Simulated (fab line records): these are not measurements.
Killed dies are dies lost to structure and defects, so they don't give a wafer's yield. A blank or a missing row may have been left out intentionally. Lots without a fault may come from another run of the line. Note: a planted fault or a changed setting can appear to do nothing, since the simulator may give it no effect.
The tool behind it: which one? || flow sky130 || 6 lots, 18 wafers sampled, at 1 step of a route of 708

== WHAT THE GAUGES READ, wafer by wafer ==
SKY_NWELL_RS_MEAS_29: measures by four-point-probe.
{"lot": "L735", "measured": "day 5 16:11", "on": "filmMetro-01", "NWELL_RS (ohm/sq)": "623.9 625.8 625.2"}
{"lot": "L738", "measured": "day 6 09:46", "on": "filmMetro-03", "NWELL_RS (ohm/sq)": "628.6 628.8 626.4"}
{"lot": "L742", "measured": "day 7 08:28", "on": "filmMetro-04", "NWELL_RS (ohm/sq)": "625.0 623.9 624.8"}
{"lot": "L744", "measured": "day 7 21:35", "on": "filmMetro-04", "NWELL_RS (ohm/sq)": "622.9 622.8 623.6"}
{"lot": "L747", "measured": "day 8 19:58", "on": "filmMetro-03", "NWELL_RS (ohm/sq)": "626.9 623.5 626.4"}
{"lot": "L748", "measured": "day 9 03:05", "on": "filmMetro-04", "NWELL_RS (ohm/sq)": "623.6 625.0 620.2"}

== TOOL THAT RAN EACH LOT (tool first, then ch and the chambers of the sampled wafers, then the start) ==
Record: no process step prior to these readings.

== THE ANSWER, worked out from the rows above alone ==
Rule: the lots themselves supply what counts as usual. The widest of any qualifying gaps counts: lots, ordered by their means at a reading, are off when they make up no more than a third of the lots, leave a main group of 4 or more, and stand apart from it by 3 or more times the standard deviation of that group's means. Not used: any main group whose means are identical at the precision the tables above print for the reading. A lot without any number at a reading at which 4 lots or more have one is off too. Where the step has rows for the other lots, those lots are counted as sound.
No lot is off at any reading shown: from this, nothing can be told.

== WHAT WAS PUT IN BY THE SIMULATOR ==
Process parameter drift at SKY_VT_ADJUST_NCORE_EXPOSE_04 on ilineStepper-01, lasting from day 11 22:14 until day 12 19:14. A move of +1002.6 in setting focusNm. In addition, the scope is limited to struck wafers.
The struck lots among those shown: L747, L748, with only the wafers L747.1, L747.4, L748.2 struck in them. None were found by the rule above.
